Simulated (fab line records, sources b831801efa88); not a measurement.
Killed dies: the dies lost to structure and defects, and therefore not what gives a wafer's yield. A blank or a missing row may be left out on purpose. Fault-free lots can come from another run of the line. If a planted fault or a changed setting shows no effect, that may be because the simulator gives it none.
Struck lot and sound lot, side by side ; flow sky130 ; 31 out of 708 route steps
Sound: wafers L379.1, L379.4, L379.6. Wafers L395.2, L395.3, L395.5 were the ones struck. The cause is named last.
Each step with rows lists, per side, the tool, then ch with its chambers, then its first start. Under that, the readings that differ: sound wafers ; struck wafers ; difference of the means ; sigmas: that difference in standard deviations of wafers without a fault.
alike: readings whose means differ by less than 2 such deviations, and words and numbers that are the same on both sides. not compared: withheld readings, readings that some wafer has no value for, bounds like >300 that may hide the same value, and numbers for which the record gives no deviation and whose values overlap.
A row with sigmas, a row that says differs or no value, or rows on one side alone: a step with any of these is where the two part. Numbers that have no deviation but don't overlap get no sigmas and don't part them. Lack of a reading on every wafer of one side parts them only where that side has two or more wafers.

first, 4 steps without rows for these wafers: SKY_METAL5_SOFTBAKE_10 (time 60 s); SKY_METAL5_EXPOSE_11 (exposes mask MM5, target cd 1600 nm); SKY_METAL5_PEB_12; SKY_METAL5_DEVELOP_13 (develop time 60 s).
SKY_METAL5_DESCUM_14: chemistry O2, time 11 s.
  sound on rie_metal-03 ch 1, day 45 14:44; struck on rie_metal-02 ch 0,1, day 48 21:24
  alike: drypump_motor_current_A, oes_product_au, rf_fwd_power_W
  not compared: rf_hours_counter_h
SKY_METAL5_METAL_ETCH_15: etches the open film in Cl2/BCl3, stops on SiO2, target depth 1260 nm, time 252 s.
  sound on rie_metal-03 ch 1, day 45 14:46; struck on rie_metal-02 ch 0,1, day 48 21:26
reading;sound;struck;difference;sigmas
rf_fwd_power_W (W);895.8 893.4 892.9;899.8 901.8 900.4;+6.6;+2
  alike: drypump_motor_current_A, oes_product_au, throttle_valve_pct
  not compared: rf_hours_counter_h
SKY_METAL5_STRIP_16: strips in O2/N2.
  sound on plasma_asher-02 ch 0,1, day 45 15:00; struck on plasma_asher-02 ch 0,1, day 48 21:40
  alike: drypump_motor_current_A, oes_product_au, strip_time_to_endpoint_s
  not compared: rf_hours_counter_h
then, 3 steps without rows for these wafers: SKY_METAL5_STRIP_17 (strips in post etch residue remover, time 1200 s); SKY_METAL5_CLEAN_18 (cleans in IPA, time 180 s); SKY_METAL5_CLEAN_19 (cleans in O3/DIW).
SKY_PASSIVATION_CVD_00: deposits SiO2, target thk 90 nm.
  sound on pecvd-01 ch 0,1, day 45 15:36; struck on pecvd-01 ch 0,2, day 48 22:18
  alike: heater_power_outer_w, heater_power_w, rf_fwd_power_W
SKY_PASSIVATION_THK_MEAS_01:
  struck on film_metro-01, day 48 22:20; sound on film_metro-03, day 45 15:37
  alike: PASSIVATION_CVD_00_THK
SKY_PASSIVATION_CVD_02: deposits Si3N4, target thk 540 nm.
  sound on pecvd-02 ch 0,1,2, day 45 15:41; struck on pecvd-02 ch 0,2, day 48 22:23
  no value came back on the struck wafers for heater_power_w (W), rf_fwd_power_W (W); on the sound wafers heater_power_w (W) reads 539 620 806
then, 7 steps without rows for these wafers: SKY_PASSIVATION_DEHYDRATE_04 (time 60 s); SKY_PASSIVATION_HMDS_05 (prime time 60 s); SKY_PASSIVATION_COAT_06 (resist thk 3000 nm); SKY_PASSIVATION_SOFTBAKE_07; SKY_PASSIVATION_EXPOSE_08 (exposes mask NSM, target cd 3000 nm); SKY_PASSIVATION_PEB_09; SKY_PASSIVATION_DEVELOP_10 (develop time 60 s).
SKY_PASSIVATION_ETCH_11: etches the open film in CF4/O2, stops on AlCu, target depth 725 nm, time 161.1 s.
  sound on rie_diel-04 ch 0,2, day 46 12:18; struck on rie_diel-04 ch 2,3, day 49 16:23
reading;sound;struck;difference;sigmas
model.etch.depth_nm (nm);701.4 709.7 702.3;723.7 725 725;+20.1;
model.PASSIVATION.feature_depth_nm (nm);701.4 709.7 702.3;723.7 725 725;+20.1;
  alike: drypump_motor_current_A, oes_product_au, rf_fwd_power_W, throttle_valve_pct
  not compared: rf_hours_counter_h
then, 8 steps without rows for these wafers: SKY_PASSIVATION_STRIP_12 (strips in O2/N2); SKY_PAD_OPEN_DEHYDRATE_00 (time 60 s); SKY_PAD_OPEN_HMDS_01 (prime time 60 s); SKY_PAD_OPEN_COAT_02 (resist thk 3000 nm); SKY_PAD_OPEN_SOFTBAKE_03; SKY_PAD_OPEN_EXPOSE_04 (exposes mask PDM, target cd 60000 nm); SKY_PAD_OPEN_PEB_05; SKY_PAD_OPEN_DEVELOP_06 (develop time 60 s).
SKY_PAD_OPEN_ETCH_07: etches the open film in CF4/O2, stops on AlCu, target depth 725 nm, time 161.1 s.
  sound on rie_diel-02 ch 0,3, day 47 08:33; struck on rie_diel-03 ch 0,1, day 50 08:51
reading;sound;struck;difference;sigmas
model.etch.depth_nm (nm);701.4 709.7 702.3;725 719.1 720.9;+17;
model.PAD_OPEN.feature_depth_nm (nm);701.4 709.7 702.3;725 719.1 720.9;+17;
  alike: drypump_motor_current_A, oes_product_au, rf_fwd_power_W, throttle_valve_pct
  not compared: rf_hours_counter_h
SKY_PAD_OPEN_STRIP_08: strips in O2/N2.
  sound on plasma_asher-03 ch 0,1, day 47 08:39; struck on plasma_asher-01 ch 0,1, day 50 08:58
  alike: drypump_motor_current_A, oes_product_au
  not compared: rf_hours_counter_h

== WHERE THEY PART ==
Earliest at SKY_METAL5_METAL_ETCH_15; latest, in this record, at SKY_PASSIVATION_CVD_02. Later steps at which nothing parts them and some readings are alike: SKY_PASSIVATION_ETCH_11, SKY_PAD_OPEN_ETCH_07, SKY_PAD_OPEN_STRIP_08.

WHY: what had been put in by the simulator
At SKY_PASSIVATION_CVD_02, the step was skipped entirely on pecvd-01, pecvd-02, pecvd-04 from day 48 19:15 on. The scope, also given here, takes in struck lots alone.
